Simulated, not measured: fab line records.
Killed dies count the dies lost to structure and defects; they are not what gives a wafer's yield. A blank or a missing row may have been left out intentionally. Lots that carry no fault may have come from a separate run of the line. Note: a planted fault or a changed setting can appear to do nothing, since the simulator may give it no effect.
Commonality check across tools + flow sky130 + 12 lots, 36 wafers sampled

## REASON FOR OPENING
2 of 12 lots carry a flag on the reading NWELL_RS at SKY_NWELL_RS_MEAS_29. Wafers without a fault read 624.6 ohm/sq, standard deviation 1.7.
Rule: a lot is flagged in two cases, either no wafer of it has a number, or all its wafers with numbers fall more than 4 standard deviations from that mean. The other lots count as sound.

| lot  | measured     | on            | NWELL_RS (ohm/sq), wafer by wafer | flag    |
|------|--------------|---------------|-----------------------------------|---------|
| L297 | day 5 06:25  | film metro-02 | 625.6 624.6 624.3                 |         |
| L299 | day 5 18:06  | film metro-03 | 624.8 624.6 626.7                 |         |
| L301 | day 6 04:28  | film metro-04 | 627.5 627.3 627.2                 |         |
| L302 | day 6 16:22  | film metro-02 | 623.7 623.4 624.0                 |         |
| L305 | day 7 09:41  | film metro-02 | 624.5 623.9 623.1                 |         |
| L307 | day 8 04:52  | film metro-03 | 623.4 623.5 625.6                 |         |
| L308 | day 8 06:43  | film metro-04 | 627.2 627.1 626.2                 |         |
| L309 | day 8 09:53  | film metro-02 | 624.3 623.5 624.9                 |         |
| L316 | day 10 07:23 | film metro-04 | 647.5 649.1 647.7                 | FLAGGED |
| L317 | day 10 13:02 | film metro-03 | 647.1 644.9 646.9                 | FLAGGED |
| L318 | day 10 16:07 | film metro-03 | 624.9 623.7 621.4                 |         |
| L320 | day 11 05:35 | film metro-02 | 623.2 624.4 624.0                 |         |
The mean of the flagged lots' numbers is 647.2 ohm/sq, +22.6 ohm/sq from the usual (+13 standard deviations).

## LOT BY LOT: THE TOOL USED
Before the reading, the record contains 2 process steps out of a 708-step route. Each cell gives the tool, then ch followed by the chambers the sampled wafers passed through, then the start.
| lot  | flag    | SKY_FIELD_ISO_CMP_27         | SKY_NWELL_IMPLANT_11            |
|------|---------|------------------------------|---------------------------------|
| L297 |         | cmp-02 ch 0,3, day 2 09:25   | implanter-01 ch 0, day 4 12:25  |
| L299 |         | cmp-01 ch 0,2,3, day 2 20:04 | implanter-04 ch 0, day 4 23:52  |
| L301 |         | cmp-01 ch 0,1, day 3 06:34   | implanter-01 ch 0, day 5 09:56  |
| L302 |         | cmp-02 ch 1,2,3, day 3 14:10 | implanter-03 ch 0, day 5 21:24  |
| L305 |         | cmp-01 ch 0,1,2, day 4 06:30 | implanter-03 ch 0, day 6 13:36  |
| L307 |         | cmp-01 ch 0,1,2, day 4 19:27 | implanter-03 ch 0, day 7 07:43  |
| L308 |         | cmp-02 ch 0,2,3, day 4 22:55 | implanter-03 ch 0, day 7 09:22  |
| L309 |         | cmp-01 ch 0,1,2, day 5 02:40 | implanter-04 ch 0, day 7 12:43  |
| L316 | FLAGGED | cmp-02 ch 1,2,3, day 6 15:52 | implanter-04 ch 0, day 9 08:49  |
| L317 | FLAGGED | cmp-02 ch 0,1,2, day 6 21:40 | implanter-04 ch 0, day 9 14:34  |
| L318 |         | cmp-01 ch 0,2,3, day 6 23:01 | implanter-03 ch 0, day 9 16:53  |
| L320 |         | cmp-02 ch 0,1,2, day 7 10:13 | implanter-03 ch 0, day 10 05:07 |
What these steps do:
- SKY_FIELD_ISO_CMP_27: polishes, stops on Si3N4, t overpolish 16 s, target thk 457.8 nm.
- SKY_NWELL_IMPLANT_11
- SKY_NWELL_RS_MEAS_29: measures by four-point-probe.

## FLAGGED OVER TOTAL, TOOL BY TOOL (the gauges that took the reading come last)
| step                 | tool          | lots run | flagged | share of the flagged lots | sound lots run after its first flagged lot |
|----------------------|---------------|----------|---------|---------------------------|--------------------------------------------|
| SKY_FIELD_ISO_CMP_27 | cmp-01        | 6        | 0       | none                      | -                                          |
| SKY_FIELD_ISO_CMP_27 | cmp-02        | 6        | 2       | all                       | 1 (L320)                                   |
| SKY_NWELL_IMPLANT_11 | implanter-01  | 2        | 0       | none                      | -                                          |
| SKY_NWELL_IMPLANT_11 | implanter-03  | 6        | 0       | none                      | -                                          |
| SKY_NWELL_IMPLANT_11 | implanter-04  | 4        | 2       | all                       | 0                                          |
| SKY_NWELL_RS_MEAS_29 | film metro-02 | 5        | 0       | none                      | -                                          |
| SKY_NWELL_RS_MEAS_29 | film metro-03 | 4        | 1       | some                      | 1 (L318)                                   |
| SKY_NWELL_RS_MEAS_29 | film metro-04 | 3        | 1       | some                      | 0                                          |

## THE TABLE: WHAT IT ALLOWS
Table rows that saw every flagged lot: 2, namely cmp-02 at SKY_FIELD_ISO_CMP_27 and implanter-04 at SKY_NWELL_IMPLANT_11.
- cmp-02 at SKY_FIELD_ISO_CMP_27: 2 of its 6 lots flagged. Lots that were sound ran on it after the first flagged one (L320); a persistent fault on the entire tool would not allow that.
- implanter-04 at SKY_NWELL_IMPLANT_11: 2 of its 4 lots flagged. A fault beginning between L309 (day 7 12:43), its last sound lot, and L316 (day 9 08:49), its first flagged one, fits the data. Its own readings lie more than 4 standard deviations out on every wafer of the flagged lots: beam energy keV.
What remains is a single tool, implanter-04 at SKY_NWELL_IMPLANT_11.

## WHAT THE SIMULATOR HAD PUT IN
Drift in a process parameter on implanter-04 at SKY_NWELL_IMPLANT_11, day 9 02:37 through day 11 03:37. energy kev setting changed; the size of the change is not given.
Struck lots among those shown: L316, L317. The rule above found the same.
